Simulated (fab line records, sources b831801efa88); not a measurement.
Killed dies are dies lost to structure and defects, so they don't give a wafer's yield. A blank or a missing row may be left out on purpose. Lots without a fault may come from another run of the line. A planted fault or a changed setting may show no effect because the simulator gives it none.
A struck lot beside a sound one | flow sfq_line | 34 steps out of a route of 325
Sound: wafers L478.1, L478.3, L478.6. Struck: wafers L486.2, L486.4, L486.6. The cause comes at the end.
At each step with rows: each side's tool, then ch and its chambers, then its first start. Under that, the readings that differ: sound wafers | struck wafers | difference of the means | sigmas: that difference in standard deviations of wafers without a fault.
alike: readings whose means differ by less than 2 such deviations, and words and numbers that are the same on both sides. not compared: withheld readings, readings that some wafer has no value for, bounds like >300 that may hide the same value, and numbers for which the record gives no deviation and whose values overlap.
The two part at a step that has a row with sigmas, a row that says differs or no value, or rows on one side only. Numbers that don't overlap but have no deviation are shown without sigmas and don't part them. A reading that every wafer of one side lacks parts them only if that side has two wafers or more.

first, 6 steps without rows for these wafers: SFQ_TRILAYER_M1_LITHO_COAT_044 (resist thk 62 nm); SFQ_TRILAYER_M1_LITHO_COAT_039 (resist thk 600 nm); SFQ_TRILAYER_M1_LITHO_SOFTBAKE_043; SFQ_TRILAYER_M1_LITHO_EXPOSE_040 (exposes mask M1, target cd 500 nm); SFQ_TRILAYER_M1_LITHO_PEB_042 (peb time 60 s); SFQ_TRILAYER_M1_LITHO_DEVELOP_041 (time 60 s).
SFQ_M1_OVL_MEAS_911:
  sound on overlay-02, day 24 13:14; struck on overlay-02, day 27 13:28
  alike: M1_OVL
SFQ_TRILAYER_M1_BARC_OPEN_METAL_ETCH_054: etches BARC in O2, target depth 125 nm, time 41.7 s.
  sound on rie_metal-02 ch 0,1, day 24 13:16; struck on rie_metal-04 ch 0,1, day 27 13:29
  alike: drypump_motor_current_A, oes_product_au
  not compared: rf_hours_counter_h
SFQ_TRILAYER_M1_ETCH_METAL_ETCH_042: etches Nb in Cl2/Ar, stops on SiO2, target depth 240 nm, time 120 s.
  sound on rie_metal-02 ch 0,1, day 24 13:20; struck on rie_metal-04 ch 0,1, day 27 13:33
  alike: drypump_motor_current_A, oes_product_au
  not compared: rf_hours_counter_h
SFQ_TRILAYER_M1_STRIP_STRIP_043: strips in O2.
  sound on rie_metal-02 ch 0,1, day 24 13:28; struck on rie_metal-04 ch 0,1, day 27 13:41
  alike: drypump_motor_current_A, oes_product_au
  not compared: rf_hours_counter_h
then, 1 step without rows for these wafers: SFQ_TRILAYER_M1_STRIP_SOLV_CLEAN_044 (cleans in NMP, time 600 s).
SFQ_TRILAYER_I1_DEP_PECVD_045: deposits SiO2 from SiH4/N2O, time 111.11 s, target thk 500 nm.
  sound on pecvd-01 ch 0,2, day 24 14:14; struck on pecvd-01 ch 0,1, day 27 14:27
  no value came back on the struck wafers for chamber_pressure_Torr (Torr), heater_power_outer_w (W), heater_power_w (W), throttle_valve_pct (%); on the sound wafers chamber_pressure_Torr (Torr) reads 2.407 2.402 2.402
then, 1 step without rows for these wafers: SFQ_TRILAYER_I1_CMP_CMP_046 (polishes SiO2).
SFQ_I1_BOW_MEAS_912:
  sound on film_metro-02, day 24 17:19; struck on film_metro-04, day 27 17:33
  alike: I1_BOW
SFQ_TRILAYER_I1_METRO_MEASURE_047:
  sound on film_metro-02, day 24 17:26; struck on film_metro-04, day 27 17:51
then, 6 steps without rows for these wafers: SFQ_TRILAYER_I1_VIA_LITHO_COAT_054 (resist thk 62 nm); SFQ_TRILAYER_I1_VIA_LITHO_COAT_049 (resist thk 650 nm); SFQ_TRILAYER_I1_VIA_LITHO_SOFTBAKE_053; SFQ_TRILAYER_I1_VIA_LITHO_EXPOSE_050 (exposes mask I1, target cd 500 nm); SFQ_TRILAYER_I1_VIA_LITHO_PEB_052 (peb time 60 s); SFQ_TRILAYER_I1_VIA_LITHO_DEVELOP_051 (time 60 s).
-- the record jumps here: 5 days lie between the struck wafers' starts before and after --
SFQ_I1_OVL_MEAS_913:
  sound on overlay-02, day 25 09:56; struck on overlay-02, day 32 21:58
  alike: I1_OVL
then, 1 step without rows for these wafers: SFQ_TRILAYER_I1_VIA_BARC_OPEN_VIA_ETCH_071 (etches BARC in O2, target depth 125 nm, time 41.7 s).
SFQ_TRILAYER_I1_VIA_ETCH_VIA_ETCH_052: etches SiO2 in CHF3, stops on Nb, target depth 260 nm.
  sound on rie_diel-04 ch 1,3, day 25 10:00; struck on rie_diel-04 ch 1,2,3, day 32 22:02
  reading                  | sound             | struck            | difference | sigmas
  oes_product_au (a.u.)    | 0.853 0.849 0.853 | 0.375 0.377 0.378 | -0.475     | -95
  model.etch.depth_nm (nm) | 200.9 198.4 198.9 | 0 0 0             | -199       |
  alike: drypump_motor_current_A
SFQ_TRILAYER_I1_VIA_STRIP_STRIP_053: strips in O2.
  sound on rie_metal-03 ch 0,1, day 25 10:07; struck on rie_metal-04 ch 0,1, day 32 22:09
  alike: drypump_motor_current_A, oes_product_au
  not compared: rf_hours_counter_h
then, 2 steps without rows for these wafers: SFQ_TRILAYER_I1_VIA_STRIP_SOLV_CLEAN_054 (cleans in NMP, time 600 s); SFQ_TRILAYER_M2_DEP_PRE_CLEAN_056 (time 22.5 s).
SFQ_TRILAYER_M2_DEP_SPUTTER_055: material Nb, target thk 200 nm, time 133.3 s.
  sound on pvd_sputter-06, day 25 10:55; struck on pvd_sputter-06, day 32 22:57
  alike: throttle_valve_pct
SFQ_M2_RS_MEAS_914: measures by four-point-probe.
  sound on film_metro-04, day 25 11:01; struck on film_metro-02, day 32 23:04
  alike: M2_NB_RS
then, 3 steps without rows for these wafers: SFQ_TRILAYER_M2_LITHO_COAT_062 (resist thk 62 nm); SFQ_TRILAYER_M2_LITHO_COAT_057 (resist thk 600 nm); SFQ_TRILAYER_M2_LITHO_SOFTBAKE_061.
SFQ_TRILAYER_M2_LITHO_EXPOSE_058: exposes mask M2, target cd 500 nm.
  sound on krf_scanner-01 ch 0, day 28 17:46; struck on krf_scanner-01, day 33 00:10
  no value came back on the struck wafers for exposure_dose_mJ_cm2, focus_offset_nm (nm); on the sound wafers exposure_dose_mJ_cm2 reads 14.385 14.392 14.376
  alike: mask
then, 1 step without rows for these wafers: SFQ_TRILAYER_M2_LITHO_PEB_060 (peb time 60 s).

WHERE THEY PART
First at SFQ_TRILAYER_I1_DEP_PECVD_045; last, within this record, at SFQ_TRILAYER_M2_LITHO_EXPOSE_058.

WHY: what the simulator had put in
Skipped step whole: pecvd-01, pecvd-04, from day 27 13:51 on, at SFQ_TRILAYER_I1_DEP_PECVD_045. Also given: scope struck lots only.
